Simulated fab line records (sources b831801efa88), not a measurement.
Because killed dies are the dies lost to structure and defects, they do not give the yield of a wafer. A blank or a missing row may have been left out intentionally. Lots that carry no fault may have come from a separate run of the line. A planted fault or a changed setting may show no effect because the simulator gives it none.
A struck lot beside a sound one || flow sky130 || 13 steps out of a route of 708
Sound: the wafers L796.4, L796.5, L796.6. Struck: wafers L798.2, L798.5, L798.6. The cause comes at the end.
Each step with rows lists, per side, the tool, then ch with its chambers, then its first start. Under that, the readings that differ: sound wafers || struck wafers || difference of the means || sigmas: that difference in standard deviations of wafers without a fault.
alike: readings whose means differ by less than 2 such deviations, and words and numbers that are the same on both sides. not compared: withheld readings, readings that some wafer has no value for, bounds like >300 that may hide the same value, and numbers for which the record gives no deviation and whose values overlap.
The two part at a step that has a row with sigmas, a row that says differs or no value, or rows on one side only. Numbers that don't overlap but have no deviation are shown without sigmas and don't part them. A reading that every wafer of one side lacks parts them only if that side has two wafers or more.

SKY_NWELL_TW_MEAS_26:
  sound: film metro-02 at day 5 09:16; struck: film metro-04 at day 5 21:33
  alike: NWELL_2_TW
then, 1 step without rows for these wafers: SKY_NWELL_CLEAN_27 (cleans in SC1/SC2, time 150 s).
SKY_NWELL_RTA_28: time 30 s.
  sound on rtp anneal-02 ch 0, day 5 09:25; struck on rtp anneal-01 ch 0, day 5 21:40
  alike: chamber o2 ppm, lamp power pct, wafer_temp_C_max
SKY_NWELL_RS_MEAS_29: measures by four-point-probe.
  sound: film metro-04 at day 5 09:31; struck: film metro-01 at day 5 21:46
  alike: NWELL_RS
SKY_NWELL_RS_MEAS_31: measures by four-point-probe.
  sound: film metro-04 at day 5 09:46; struck: film metro-01 at day 5 22:01
  alike: PWDE_RS
then, 6 steps without rows for these wafers: SKY_VT_ADJUST_HVTP_DEHYDRATE_00 (time 60 s); SKY_VT_ADJUST_HVTP_HMDS_01 (prime time 60 s); SKY_VT_ADJUST_HVTP_COAT_02 (resist thk 1140 nm); SKY_VT_ADJUST_HVTP_SOFTBAKE_03 (time 60 s); SKY_VT_ADJUST_HVTP_EXPOSE_04 (exposes mask HVTPM, target cd 380 nm); SKY_VT_ADJUST_HVTP_PEB_05.
SKY_VT_ADJUST_HVTP_DEVELOP_06: develop time 60 s.
  struck on litho track-04, day 6 16:41; sound on litho track-04 ch 0, day 6 03:26
  no value came back on the struck wafers for chill plate temp C (C), develop time s (s); on the sound wafers chill plate temp C (C) reads 23.09 23.10 23.08
SKY_VT_ADJUST_HVTP_CD_MEAS_07 targets a cd of 380 nm.
  sound: cd sem-01 at day 6 03:34; struck: cd sem-01 at day 6 16:50
{"reading": "cd nm (nm)", "sound": "379.4 378.8 381.7", "struck": "- - -", "difference": "no value on the struck wafers", "sigmas": ""}

## WHERE THEY PART
First at SKY_VT_ADJUST_HVTP_DEVELOP_06; last, within this record, at SKY_VT_ADJUST_HVTP_CD_MEAS_07.

WHY: what the simulator had put in
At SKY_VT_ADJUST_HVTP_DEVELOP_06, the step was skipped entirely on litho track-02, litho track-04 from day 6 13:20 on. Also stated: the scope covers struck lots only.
